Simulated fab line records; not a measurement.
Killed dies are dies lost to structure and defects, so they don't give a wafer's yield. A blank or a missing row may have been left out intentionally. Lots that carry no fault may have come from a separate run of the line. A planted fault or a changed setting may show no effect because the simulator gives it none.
A sampling plan put to the test | flow sky130 | one line in one fab, 58 faults in these records, each fault weighed on the records of the lots it struck
Plan = the line's own looks (route steps where a gauge or an inspection reads the wafer without altering it). Where struck wafers have a number at a look and the file lists that look's usual mean and standard deviation on fault-free wafers, the look can be judged. Caught: at a look after the fault's first step, the mean of the struck wafers lies 4 or more of those standard deviations (sigma) from the usual mean. On the tool: the test repeated on the tool's own readings taken at the fault's steps. Another recipe on the struck wafers, or a record that is blank for them alone, also counts as caught.

== THE FAULTS, as the simulator had put them in ==
1. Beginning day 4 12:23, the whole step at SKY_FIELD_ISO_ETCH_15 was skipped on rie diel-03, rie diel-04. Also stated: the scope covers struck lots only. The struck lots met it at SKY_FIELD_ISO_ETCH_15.
2. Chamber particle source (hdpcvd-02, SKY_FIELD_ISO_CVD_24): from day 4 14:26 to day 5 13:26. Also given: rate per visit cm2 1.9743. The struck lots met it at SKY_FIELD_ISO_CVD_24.
3. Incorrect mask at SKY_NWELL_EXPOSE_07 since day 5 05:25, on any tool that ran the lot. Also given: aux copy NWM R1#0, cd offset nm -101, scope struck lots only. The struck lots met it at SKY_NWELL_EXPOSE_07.
4. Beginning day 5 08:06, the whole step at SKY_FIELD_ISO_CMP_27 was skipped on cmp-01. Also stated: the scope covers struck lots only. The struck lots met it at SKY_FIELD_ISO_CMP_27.
5. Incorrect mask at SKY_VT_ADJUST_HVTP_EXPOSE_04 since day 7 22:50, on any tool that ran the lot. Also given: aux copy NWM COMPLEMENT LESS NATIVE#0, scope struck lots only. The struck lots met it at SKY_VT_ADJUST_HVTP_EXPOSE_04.
6. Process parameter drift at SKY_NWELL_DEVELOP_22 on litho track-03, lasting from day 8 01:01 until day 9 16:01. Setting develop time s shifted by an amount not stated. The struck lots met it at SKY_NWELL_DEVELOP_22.
7. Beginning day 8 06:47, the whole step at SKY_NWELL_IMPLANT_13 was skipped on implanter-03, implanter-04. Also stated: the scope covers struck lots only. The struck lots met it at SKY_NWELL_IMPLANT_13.
8. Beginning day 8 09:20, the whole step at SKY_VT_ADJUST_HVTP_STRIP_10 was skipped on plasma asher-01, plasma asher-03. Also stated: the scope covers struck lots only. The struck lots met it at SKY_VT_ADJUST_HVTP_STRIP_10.
9. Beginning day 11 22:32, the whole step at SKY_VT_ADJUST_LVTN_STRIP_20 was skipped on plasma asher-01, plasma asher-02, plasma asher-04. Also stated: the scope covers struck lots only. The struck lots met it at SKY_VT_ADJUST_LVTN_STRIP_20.
10. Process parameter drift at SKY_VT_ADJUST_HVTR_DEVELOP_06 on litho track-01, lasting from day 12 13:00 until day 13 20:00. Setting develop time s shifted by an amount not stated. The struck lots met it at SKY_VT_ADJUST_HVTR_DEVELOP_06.
11. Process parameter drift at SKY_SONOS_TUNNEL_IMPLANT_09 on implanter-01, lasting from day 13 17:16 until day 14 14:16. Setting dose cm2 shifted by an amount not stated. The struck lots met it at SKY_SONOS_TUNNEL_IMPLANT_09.
12. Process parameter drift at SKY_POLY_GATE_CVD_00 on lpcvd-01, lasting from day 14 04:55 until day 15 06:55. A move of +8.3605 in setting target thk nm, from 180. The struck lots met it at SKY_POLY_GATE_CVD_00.
13. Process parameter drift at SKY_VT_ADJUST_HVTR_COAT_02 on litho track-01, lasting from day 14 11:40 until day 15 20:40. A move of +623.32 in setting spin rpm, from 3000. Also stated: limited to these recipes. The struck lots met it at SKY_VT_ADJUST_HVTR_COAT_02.
14. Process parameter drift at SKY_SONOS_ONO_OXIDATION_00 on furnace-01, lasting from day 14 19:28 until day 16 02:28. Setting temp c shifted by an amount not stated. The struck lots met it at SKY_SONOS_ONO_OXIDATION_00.
15. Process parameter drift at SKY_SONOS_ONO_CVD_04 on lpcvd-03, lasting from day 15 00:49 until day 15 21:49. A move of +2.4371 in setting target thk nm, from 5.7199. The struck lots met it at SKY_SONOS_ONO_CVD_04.
16. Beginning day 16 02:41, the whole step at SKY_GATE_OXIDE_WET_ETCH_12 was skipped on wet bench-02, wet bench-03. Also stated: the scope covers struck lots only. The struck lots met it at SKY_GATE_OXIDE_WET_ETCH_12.
17. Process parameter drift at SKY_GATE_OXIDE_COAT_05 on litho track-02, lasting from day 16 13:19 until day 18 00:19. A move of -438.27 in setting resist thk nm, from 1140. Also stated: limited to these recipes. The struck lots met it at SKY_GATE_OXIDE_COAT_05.
18. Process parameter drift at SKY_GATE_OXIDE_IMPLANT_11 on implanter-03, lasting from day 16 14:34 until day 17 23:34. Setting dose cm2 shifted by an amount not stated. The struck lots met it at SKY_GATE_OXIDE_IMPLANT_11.
19. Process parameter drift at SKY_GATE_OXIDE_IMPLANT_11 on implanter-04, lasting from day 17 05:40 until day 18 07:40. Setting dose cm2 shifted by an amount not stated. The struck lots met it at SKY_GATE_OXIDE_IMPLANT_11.
20. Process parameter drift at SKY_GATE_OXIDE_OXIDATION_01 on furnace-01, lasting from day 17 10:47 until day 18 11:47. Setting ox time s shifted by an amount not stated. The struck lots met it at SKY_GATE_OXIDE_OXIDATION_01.
21. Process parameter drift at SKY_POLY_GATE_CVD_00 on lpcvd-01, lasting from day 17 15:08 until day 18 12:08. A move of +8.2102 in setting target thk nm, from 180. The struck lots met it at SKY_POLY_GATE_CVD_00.
22. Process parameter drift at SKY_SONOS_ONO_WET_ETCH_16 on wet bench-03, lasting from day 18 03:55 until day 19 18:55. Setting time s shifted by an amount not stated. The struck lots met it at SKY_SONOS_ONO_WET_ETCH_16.
23. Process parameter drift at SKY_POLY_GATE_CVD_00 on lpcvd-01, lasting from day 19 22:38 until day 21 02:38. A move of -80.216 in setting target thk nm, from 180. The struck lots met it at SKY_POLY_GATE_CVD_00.
24. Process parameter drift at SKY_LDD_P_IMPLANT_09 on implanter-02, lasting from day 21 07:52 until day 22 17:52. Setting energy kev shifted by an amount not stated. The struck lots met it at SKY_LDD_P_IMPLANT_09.
25. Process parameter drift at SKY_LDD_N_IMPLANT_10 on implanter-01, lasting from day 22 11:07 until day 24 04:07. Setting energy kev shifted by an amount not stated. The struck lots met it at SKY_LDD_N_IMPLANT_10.
26. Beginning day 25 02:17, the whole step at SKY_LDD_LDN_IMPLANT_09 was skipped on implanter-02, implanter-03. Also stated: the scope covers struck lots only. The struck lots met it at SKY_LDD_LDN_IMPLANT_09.
27. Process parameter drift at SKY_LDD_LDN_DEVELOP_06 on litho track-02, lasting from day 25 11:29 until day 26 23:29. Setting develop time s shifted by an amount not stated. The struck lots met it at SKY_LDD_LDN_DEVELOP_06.
28. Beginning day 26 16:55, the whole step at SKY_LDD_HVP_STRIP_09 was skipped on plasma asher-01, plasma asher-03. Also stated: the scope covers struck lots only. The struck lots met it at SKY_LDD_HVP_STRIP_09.
29. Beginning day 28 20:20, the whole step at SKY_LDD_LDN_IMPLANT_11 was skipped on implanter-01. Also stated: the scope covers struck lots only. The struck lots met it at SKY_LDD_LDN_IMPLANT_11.
30. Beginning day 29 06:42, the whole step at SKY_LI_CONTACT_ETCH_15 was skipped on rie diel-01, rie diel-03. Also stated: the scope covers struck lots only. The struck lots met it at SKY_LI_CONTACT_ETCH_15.
31. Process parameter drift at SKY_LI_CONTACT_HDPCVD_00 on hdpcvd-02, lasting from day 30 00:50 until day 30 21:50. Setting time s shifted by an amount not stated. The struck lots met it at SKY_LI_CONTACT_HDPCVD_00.
32. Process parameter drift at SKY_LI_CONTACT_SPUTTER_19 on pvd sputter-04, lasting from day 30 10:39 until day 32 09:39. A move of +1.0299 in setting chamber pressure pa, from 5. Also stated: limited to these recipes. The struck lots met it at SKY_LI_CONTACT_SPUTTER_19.
33. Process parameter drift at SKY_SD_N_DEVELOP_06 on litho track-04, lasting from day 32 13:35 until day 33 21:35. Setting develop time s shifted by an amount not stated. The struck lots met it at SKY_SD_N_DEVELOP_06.
34. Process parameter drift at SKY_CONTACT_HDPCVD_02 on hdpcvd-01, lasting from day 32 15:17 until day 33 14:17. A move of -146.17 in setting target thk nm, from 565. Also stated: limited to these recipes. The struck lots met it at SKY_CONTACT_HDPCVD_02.
35. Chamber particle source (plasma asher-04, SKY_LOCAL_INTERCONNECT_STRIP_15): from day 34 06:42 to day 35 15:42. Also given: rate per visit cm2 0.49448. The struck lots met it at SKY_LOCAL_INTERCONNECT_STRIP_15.
36. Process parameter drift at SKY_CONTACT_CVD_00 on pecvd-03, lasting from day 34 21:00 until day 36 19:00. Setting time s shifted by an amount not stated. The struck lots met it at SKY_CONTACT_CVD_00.
37. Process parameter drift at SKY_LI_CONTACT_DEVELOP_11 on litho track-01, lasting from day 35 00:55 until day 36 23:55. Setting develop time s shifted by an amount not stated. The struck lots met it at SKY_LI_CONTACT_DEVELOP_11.
38. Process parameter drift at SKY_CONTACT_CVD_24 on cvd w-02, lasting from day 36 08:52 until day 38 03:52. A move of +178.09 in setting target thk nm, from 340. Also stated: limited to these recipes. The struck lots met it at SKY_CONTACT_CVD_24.
39. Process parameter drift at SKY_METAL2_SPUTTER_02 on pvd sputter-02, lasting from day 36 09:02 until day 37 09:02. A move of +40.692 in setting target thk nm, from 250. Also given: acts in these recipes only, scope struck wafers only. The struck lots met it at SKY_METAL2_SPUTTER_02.
40. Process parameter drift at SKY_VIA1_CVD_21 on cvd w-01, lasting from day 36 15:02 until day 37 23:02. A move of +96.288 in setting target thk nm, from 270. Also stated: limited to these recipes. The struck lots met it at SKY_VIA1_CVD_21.
41. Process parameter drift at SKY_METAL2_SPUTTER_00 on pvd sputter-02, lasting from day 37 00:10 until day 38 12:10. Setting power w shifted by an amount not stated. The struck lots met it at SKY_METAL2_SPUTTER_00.
42. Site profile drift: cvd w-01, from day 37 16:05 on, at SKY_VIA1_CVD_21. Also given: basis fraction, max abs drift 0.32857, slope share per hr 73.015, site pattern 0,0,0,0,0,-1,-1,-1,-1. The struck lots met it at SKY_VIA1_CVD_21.
43. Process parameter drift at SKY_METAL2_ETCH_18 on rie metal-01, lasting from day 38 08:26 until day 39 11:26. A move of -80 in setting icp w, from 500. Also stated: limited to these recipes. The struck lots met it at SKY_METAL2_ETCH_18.
44. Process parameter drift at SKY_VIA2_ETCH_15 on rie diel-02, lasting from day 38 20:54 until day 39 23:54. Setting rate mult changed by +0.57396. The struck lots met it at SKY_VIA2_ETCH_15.
45. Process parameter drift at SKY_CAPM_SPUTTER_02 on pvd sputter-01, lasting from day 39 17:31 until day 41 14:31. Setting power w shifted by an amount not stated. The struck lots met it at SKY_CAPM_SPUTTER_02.
46. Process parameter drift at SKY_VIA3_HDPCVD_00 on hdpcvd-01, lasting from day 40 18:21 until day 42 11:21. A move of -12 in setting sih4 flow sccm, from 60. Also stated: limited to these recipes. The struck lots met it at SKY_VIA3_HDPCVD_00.
47. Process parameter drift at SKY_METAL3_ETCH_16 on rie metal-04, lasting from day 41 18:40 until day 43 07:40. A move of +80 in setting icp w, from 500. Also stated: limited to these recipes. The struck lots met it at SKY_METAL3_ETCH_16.
48. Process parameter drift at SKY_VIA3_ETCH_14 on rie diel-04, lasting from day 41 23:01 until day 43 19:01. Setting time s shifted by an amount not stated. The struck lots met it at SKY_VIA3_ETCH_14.
49. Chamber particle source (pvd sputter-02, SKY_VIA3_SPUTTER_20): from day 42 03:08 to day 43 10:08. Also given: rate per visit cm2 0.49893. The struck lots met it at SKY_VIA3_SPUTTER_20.
50. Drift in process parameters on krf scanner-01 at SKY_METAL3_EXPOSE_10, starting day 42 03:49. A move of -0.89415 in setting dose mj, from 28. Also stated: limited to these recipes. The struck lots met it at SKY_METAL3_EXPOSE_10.
51. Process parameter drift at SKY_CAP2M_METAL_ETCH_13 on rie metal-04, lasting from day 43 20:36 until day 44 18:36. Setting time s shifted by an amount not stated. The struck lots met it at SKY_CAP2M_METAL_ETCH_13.
52. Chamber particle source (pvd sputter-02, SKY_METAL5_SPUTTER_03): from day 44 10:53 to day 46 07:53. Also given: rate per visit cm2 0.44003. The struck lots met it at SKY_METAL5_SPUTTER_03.
53. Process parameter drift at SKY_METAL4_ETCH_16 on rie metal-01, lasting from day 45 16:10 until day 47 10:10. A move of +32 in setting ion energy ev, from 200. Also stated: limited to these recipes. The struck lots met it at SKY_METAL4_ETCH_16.
54. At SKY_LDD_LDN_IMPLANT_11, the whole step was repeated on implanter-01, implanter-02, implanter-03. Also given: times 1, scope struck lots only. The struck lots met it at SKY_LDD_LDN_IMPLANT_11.
55. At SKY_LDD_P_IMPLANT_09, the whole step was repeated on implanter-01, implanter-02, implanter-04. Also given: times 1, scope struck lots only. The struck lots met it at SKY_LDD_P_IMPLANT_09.
56. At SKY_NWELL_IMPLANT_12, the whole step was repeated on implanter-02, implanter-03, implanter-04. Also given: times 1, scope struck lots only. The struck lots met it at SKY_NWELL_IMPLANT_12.
57. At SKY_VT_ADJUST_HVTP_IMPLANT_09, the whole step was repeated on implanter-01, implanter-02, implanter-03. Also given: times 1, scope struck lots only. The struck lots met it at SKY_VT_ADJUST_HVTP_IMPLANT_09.
58. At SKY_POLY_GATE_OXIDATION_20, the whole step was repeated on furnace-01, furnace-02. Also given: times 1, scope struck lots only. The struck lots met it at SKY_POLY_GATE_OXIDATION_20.

== WHAT THE PLAN SAW ==
fault | on the tool itself                               | first look that catches it                      | reading, sigma                                                        | median hours from its first step to that look | hours from the fault's start to the first struck lot there | judged looks passed uncaught
1     | the tool's record is blank for the struck wafers | no look after it can be judged                  | -                                                                     | -                                             | -                                                          | 0
2     | no reading that can be judged                    | none of the 2 looks that can be judged after it | -                                                                     | -                                             | -                                                          | 2
3     | no reading that can be judged                    | no look after it can be judged                  | -                                                                     | -                                             | -                                                          | 0
4     | the tool's record is blank for the struck wafers | no look after it can be judged                  | -                                                                     | -                                             | -                                                          | 0
5     | under 2 sigma                                    | SKY_VT_ADJUST_HVTP_TW_MEAS_11                   | VT_ADJUST_HVTP_TW -82                                                 | 10.2                                          | 15                                                         | 0
6     | no reading that can be judged                    | none of the 8 looks that can be judged after it | -                                                                     | -                                             | -                                                          | 8
7     | the tool's record is blank for the struck wafers | SKY_NWELL_RS_MEAS_29                            | NWELL_RS +17                                                          | 20.9                                          | 23                                                         | 0
8     | the tool's record is blank for the struck wafers | SKY_VT_ADJUST_LVTN_TW_MEAS_10                   | VT_ADJUST_LVTN_TW -99 or beyond                                       | 20.6                                          | 25                                                         | 0
9     | the tool's record is blank for the struck wafers | SKY_VT_ADJUST_NCORE_TW_MEAS_11                  | VT_ADJUST_NCORE_TW -78                                                | 25.3                                          | 27                                                         | 0
10    | no reading that can be judged                    | not the one look that can be judged after it    | strongest: cd nm at SKY_VT_ADJUST_HVTR_CD_MEAS_07, +2.8               | -                                             | -                                                          | 1
11    | dose ions cm2 -99 or beyond sigma                | SKY_SONOS_TUNNEL_TW_MEAS_12                     | SONOS_TUNNEL_TW -43                                                   | 0.4                                           | 8                                                          | 0
12    | under 2 sigma                                    | SKY_POLY_GATE_THK_MEAS_01                       | POLY_GATE_CVD_00_THK +5.0                                             | 1.2                                           | 6                                                          | 0
13    | spin speed rpm +99 or beyond sigma               | none of the 2 looks that can be judged after it | strongest: cd nm at SKY_VT_ADJUST_HVTR_CD_MEAS_07, +3.5               | -                                             | -                                                          | 2
14    | tube center temp C +52 sigma                     | none of the 2 looks that can be judged after it | strongest: SONOS_ONO_OXIDATION_THK at SKY_SONOS_ONO_THK_MEAS_01, +3.0 | -                                             | -                                                          | 2
15    | under 2 sigma                                    | SKY_SONOS_ONO_THK_MEAS_05                       | SONOS_ONO_CVD_04_THK +21                                              | 1.2                                           | 7                                                          | 0
16    | the tool's record is blank for the struck wafers | no look after it can be judged                  | -                                                                     | -                                             | -                                                          | 0
17    | no reading that can be judged                    | not the one look that can be judged after it    | -                                                                     | -                                             | -                                                          | 1
18    | dose ions cm2 +42 sigma                          | no look after it can be judged                  | -                                                                     | -                                             | -                                                          | 0
19    | dose ions cm2 +99 or beyond sigma                | SKY_GATE_OXIDE_TW_MEAS_14                       | GATE_OXIDE_TW +7.4                                                    | 0.4                                           | 17                                                         | 0
20    | under 2 sigma                                    | SKY_GATE_OXIDE_THK_MEAS_02                      | GATE_OXIDE_OXIDATION_00_THK +17                                       | 1.4                                           | 8                                                          | 0
21    | no reading that can be judged                    | SKY_POLY_GATE_THK_MEAS_01                       | POLY_GATE_CVD_00_THK +5.7                                             | 1.2                                           | 8                                                          | 0
22    | run length s -50 sigma                           | none of the 4 looks that can be judged after it | -                                                                     | -                                             | -                                                          | 4
23    | under 2 sigma                                    | SKY_POLY_GATE_THK_MEAS_01                       | POLY_GATE_CVD_00_THK -48                                              | 1.2                                           | 3                                                          | 0
24    | beam energy keV -99 or beyond sigma              | SKY_LDD_P_TW_MEAS_11                            | LDD_P_TW -5.4                                                         | 0.2                                           | 4                                                          | 0
25    | beam energy keV +72 sigma                        | no look after it can be judged                  | -                                                                     | -                                             | -                                                          | 0
26    | the tool's record is blank for the struck wafers | SKY_LDD_LDN_TW_MEAS_13                          | LDD_LDN_TW -8.1                                                       | 0.5                                           | 4                                                          | 0
27    | no reading that can be judged                    | SKY_LDD_LDN_TW_MEAS_13                          | LDD_LDN_TW -99 or beyond                                              | 0.9                                           | 6                                                          | 0
28    | the tool's record is blank for the struck wafers | SKY_LDD_LDN_TW_MEAS_13                          | LDD_LDN_TW -99 or beyond                                              | 29.2                                          | 35                                                         | 0
29    | the tool's record is blank for the struck wafers | SKY_LDD_LDN_TW_MEAS_13                          | LDD_LDN_TW -8.1                                                       | 0.2                                           | 2                                                          | 0
30    | the tool's record is blank for the struck wafers | no look after it can be judged                  | -                                                                     | -                                             | -                                                          | 0
31    | run length s +56 sigma                           | SKY_LI_CONTACT_THK_MEAS_01                      | LI_CONTACT_HDPCVD_THK +17                                             | 0.1                                           | 4                                                          | 0
32    | chamber pressure pa +94 sigma                    | no look after it can be judged                  | -                                                                     | -                                             | -                                                          | 0
33    | no reading that can be judged                    | SKY_SD_N_CD_MEAS_07                             | cd nm -4.5                                                            | 0.1                                           | 5                                                          | 0
34    | no reading that can be judged                    | SKY_CONTACT_THK_MEAS_03                         | CONTACT_HDPCVD_THK -28                                                | 0.1                                           | 3                                                          | 0
35    | under 2 sigma                                    | not the one look that can be judged after it    | -                                                                     | -                                             | -                                                          | 1
36    | under 2 sigma                                    | SKY_CONTACT_THK_MEAS_01                         | CONTACT_CVD_00_THK +4.5                                               | 0.0                                           | 7                                                          | 0
37    | no reading that can be judged                    | none of the 2 looks that can be judged after it | strongest: cd nm at SKY_LI_CONTACT_CD_MEAS_12, -3.2                   | -                                             | -                                                          | 2
38    | under 2 sigma                                    | SKY_CONTACT_RS_MEAS_25                          | CONTACT_W_RS -29                                                      | 0.1                                           | 2                                                          | 0
39    | under 2 sigma                                    | SKY_METAL2_RS_MEAS_05                           | METAL2_ALCU_RS -13                                                    | 0.1                                           | 2                                                          | 0
40    | under 2 sigma                                    | SKY_VIA1_RS_MEAS_22                             | VIA1_W_RS -27                                                         | 0.1                                           | 4                                                          | 0
41    | cathode dc power W +99 or beyond sigma           | no look after it can be judged                  | -                                                                     | -                                             | -                                                          | 0
42    | under 2 sigma                                    | SKY_VIA1_RS_MEAS_22                             | VIA1_W_RS +24                                                         | 0.1                                           | 12                                                         | 0
43    | rf fwd power W -50 sigma                         | no look after it can be judged                  | -                                                                     | -                                             | -                                                          | 0
44    | under 2 sigma                                    | no look after it can be judged                  | -                                                                     | -                                             | -                                                          | 0
45    | cathode dc power W -99 or beyond sigma           | SKY_CAPM_RS_MEAS_03                             | CAPM_TIN_RS +8.9                                                      | 0.1                                           | 7                                                          | 0
46    | sih4 flow sccm -63 sigma                         | SKY_VIA3_THK_MEAS_01                            | VIA3_HDPCVD_THK -18                                                   | 0.2                                           | 2                                                          | 0
47    | rf fwd power W +46 sigma                         | no look after it can be judged                  | -                                                                     | -                                             | -                                                          | 0
48    | oes product au +17 sigma                         | no look after it can be judged                  | -                                                                     | -                                             | -                                                          | 0
49    | under 2 sigma                                    | none of the 6 looks that can be judged after it | -                                                                     | -                                             | -                                                          | 6
50    | exposure dose mJ cm2 -27 sigma                   | not the one look that can be judged after it    | strongest: cd nm at SKY_METAL3_CD_MEAS_13, +3.2                       | -                                             | -                                                          | 1
51    | run length s +10 sigma                           | no look after it can be judged                  | -                                                                     | -                                             | -                                                          | 0
52    | under 2 sigma                                    | no look after it can be judged                  | -                                                                     | -                                             | -                                                          | 0
53    | under 2 sigma                                    | no look after it can be judged                  | -                                                                     | -                                             | -                                                          | 0
54    | under 2 sigma                                    | SKY_LDD_LDN_TW_MEAS_13                          | LDD_LDN_TW +7.3                                                       | 0.6                                           | -                                                          | 0
55    | under 2 sigma                                    | SKY_LDD_P_TW_MEAS_11                            | LDD_P_TW +24                                                          | 0.7                                           | -                                                          | 0
56    | no reading that can be judged                    | SKY_NWELL_RS_MEAS_29                            | NWELL_RS -21                                                          | 21.1                                          | -                                                          | 0
57    | no reading that can be judged                    | SKY_VT_ADJUST_HVTP_TW_MEAS_11                   | VT_ADJUST_HVTP_TW +19                                                 | 0.6                                           | -                                                          | 0
58    | under 2 sigma                                    | SKY_POLY_GATE_THK_MEAS_21                       | POLY_GATE_OXIDATION_THK +33                                           | 3.2                                           | -                                                          | 0
A dash: the fault isn't caught, or these records don't give the number.

Caught at a look: 31 of 58. Caught on the tool: 28 of 58. By one or the other: 47 of 58.
Faults caught by the tool alone: 1, 4, 13, 14, 16, 18, 22, 25, 30, 32, 41, 43, 47, 48, 50, 51.
Caught at a look alone: faults 5, 12, 15, 20, 21, 23, 27, 33, 34, 36, 38, 39, 40, 42, 54, 55, 56, 57, 58.
Caught by neither: faults 2, 3, 6, 10, 17, 35, 37, 44, 49, 52, 53.

== THINNER SAMPLING ==
If the look that catches a fault measured only every second or every third lot, by lot number, the first struck lot would be measured this late in the worst case:
fault | struck lots at that look, in order of time | every lot | every second lot | every third lot
5     | L437                                       | 15 h      | may miss it      | may miss it
7     | L289, L290                                 | 23 h      | 29 h             | may miss all 2
8     | L516, L517, L518                           | 25 h      | 27 h             | 35 h
9     | L104, L105, L106                           | 27 h      | 37 h             | 41 h
11    | L392, L393                                 | 8 h       | 17 h             | may miss all 2
12    | L843, L844                                 | 6 h       | 15 h             | may miss all 2
15    | L550, L551, L552                           | 7 h       | 10 h             | 19 h
19    | L129, L130                                 | 17 h      | 25 h             | may miss all 2
20    | L327, L328                                 | 8 h       | 10 h             | may miss all 2
21    | L725, L726, L727                           | 8 h       | 12 h             | 20 h
23    | L593, L594                                 | 3 h       | 27 h             | may miss all 2
24    | L940, L942                                 | 4 h       | may miss all 2   | may miss all 2
26    | L986, L987, L988                           | 4 h       | 5 h              | 11 h
27    | L506, L508                                 | 6 h       | may miss all 2   | may miss all 2
28    | L307, L308                                 | 35 h      | 38 h             | may miss all 2
29    | L315, L316                                 | 2 h       | 26 h             | may miss all 2
31    | L425, L426, L427                           | 4 h       | 9 h              | 14 h
33    | L316                                       | 5 h       | may miss it      | may miss it
34    | L355, L356                                 | 3 h       | 9 h              | may miss all 2
36    | L683, L685                                 | 7 h       | may miss all 2   | may miss all 2
38    | L781, L782                                 | 2 h       | 11 h             | may miss all 2
39    | L672                                       | 2 h       | may miss it      | may miss it
40    | L313, L314                                 | 4 h       | 13 h             | may miss all 2
42    | L430, L436, L435                           | 12 h      | 63 h             | may miss all 3
45    | L499, L501, L502                           | 7 h       | 26 h             | may miss all 3
46    | L860, L862, L865                           | 2 h       | 34 h             | may miss all 3
Hours: fault start to first struck lot measured. Since the struck wafers were tested as one group against 4 sigma, a single lot by itself may lie under the limit. Other struck lots may not be in these records.

== THE LONGEST TIMED WAY FROM STEP TO LOOK ==
Fault 28: median gap of 29.2 hours between SKY_LDD_HVP_STRIP_09 and SKY_LDD_LDN_TW_MEAS_13. No look between them can be judged.
